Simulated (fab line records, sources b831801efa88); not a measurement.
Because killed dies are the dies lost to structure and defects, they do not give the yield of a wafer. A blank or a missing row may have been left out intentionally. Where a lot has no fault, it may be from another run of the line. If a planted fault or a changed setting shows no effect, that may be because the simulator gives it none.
Comparing a struck lot with a sound one -- flow sky130 -- 19 steps out of a route of 708
Sound: wafers L110.1, L110.3, L110.5. Struck: wafers L128.2, L128.3, L128.6. The cause is named last.
For every step that has rows: the tool of each side, followed by ch and its chambers, followed by its first start. Under that, the readings that differ: sound wafers -- struck wafers -- difference of the means -- sigmas: that difference in standard deviations of wafers without a fault.
alike: same words and numbers on both sides, and readings whose means sit less than 2 such deviations apart. not compared: any withheld reading, any reading some wafer has no value for, any bound like >300 that may hide the same value, and any number with overlapping values for which the record gives no deviation.
Wherever a step has rows on one side only, a row that says differs or no value, or a row with sigmas, the two part there. Numbers that have no deviation but don't overlap get no sigmas and don't part them. A reading that every wafer of one side lacks parts them only if that side has two wafers or more.

first, 2 steps without rows for these wafers: SKY_SALICIDE_CLEAN_00 (cleans in HF-last, time 30 s); SKY_LI_CONTACT_HDPCVD_00 (deposits PSG, target thk 930 nm, time 155 s).
SKY_LI_CONTACT_THK_MEAS_01:
  sound: filmMetro-02 at day 27 20:46; struck: filmMetro-02 at day 34 16:27
  alike: LI_CONTACT_HDPCVD_THK
SKY_LI_CONTACT_CMP_02: polishes PSG.
  sound on cmp-01 ch 0,1,2, day 27 20:55; struck on cmp-02 ch 1,2,3, day 34 16:50
  alike: motorCurrentA, slurryFilterDpKPa, timeToEndpointS
SKY_LI_CONTACT_BOW_MEAS_03:
  sound: filmMetro-02 at day 27 21:07; struck: filmMetro-01 at day 34 17:04
  alike: LI_CONTACT_BOW
then, 7 steps without rows for these wafers: SKY_LI_CONTACT_DEHYDRATE_04 (time 60 s); SKY_LI_CONTACT_HMDS_05 (prime time 60 s); SKY_LI_CONTACT_COAT_06 (resist thk 60 nm); SKY_LI_CONTACT_COAT_07 (resist thk 450 nm); SKY_LI_CONTACT_SOFTBAKE_08 (time 90 s); SKY_LI_CONTACT_EXPOSE_09 (exposes mask LICM1, target cd 170 nm); SKY_LI_CONTACT_PEB_10.
SKY_LI_CONTACT_DEVELOP_11: develop time 60 s.
  sound on lithoTrack-01 ch 0, day 29 00:00; struck on lithoTrack-01 ch 0, day 35 18:00
SKY_LI_CONTACT_CD_MEAS_12 targets a cd of 170 nm.
  sound: cdSem-02 at day 29 00:51; struck: cdSem-01 at day 35 19:01
reading,sound,struck,difference,sigmas
cdNm (nm),170.5 170.8 169.9,167.4 167.4 166.7,-3.2,-2
SKY_LI_CONTACT_OVL_MEAS_13:
  sound: overlay-01 at day 29 00:58; struck: overlay-01 at day 35 19:07
  alike: LI_CONTACT_OVL
SKY_LI_CONTACT_ETCH_14: etches BARC in N2/H2, stops on SiO2, time 45.9 s, target depth 60 nm.
  sound on rieDiel-03 ch 1,2, day 29 01:00; struck on rieDiel-01 ch 1,3, day 35 19:09
reading,sound,struck,difference,sigmas
model.LI_CONTACT.cdNm (nm),171 171.2 170,167.5 166.5 166.7,-3.8,
  alike: biasW, drypumpMotorCurrentA, oesProductAu, throttleValvePct
  not compared: rfHoursCounterH
SKY_LI_CONTACT_ETCH_15: etches PSG in C4F8/O2/Ar, stops on Si, target depth 600 nm.
  sound on rieDiel-03 ch 1,2, day 29 01:03; struck on rieDiel-01 ch 1,3, day 35 19:12
reading,sound,struck,difference,sigmas
model.LI_CONTACT.cdNm (nm),171.9 171.4 170.1,167.8 166.1 166.8,-4.2,
  alike: biasW, oesProductAu
SKY_LI_CONTACT_STRIP_16: strips in O2/N2.
  sound on plasmaAsher-04 ch 0,1, day 29 01:08; struck on plasmaAsher-01 ch 0,1, day 35 19:17
  alike: drypumpMotorCurrentA, oesProductAu, stripTimeToEndpointS
  not compared: rfHoursCounterH
-- here the record skips 14 days between the struck wafers' starts before and after, leaving off in module LI_CONTACT and picking up in module PAD_OPEN (first step shown: number 708 of the route) --
SKY_PAD_OPEN_PROBE_99:
  record: rows for the struck wafers here (prober-01, day 50 06:30), none for the sound ones

== WHERE THEY PART ==
At SKY_LI_CONTACT_CD_MEAS_12 first; at SKY_PAD_OPEN_PROBE_99 last (within this record only).

WHY: what the simulator had put in
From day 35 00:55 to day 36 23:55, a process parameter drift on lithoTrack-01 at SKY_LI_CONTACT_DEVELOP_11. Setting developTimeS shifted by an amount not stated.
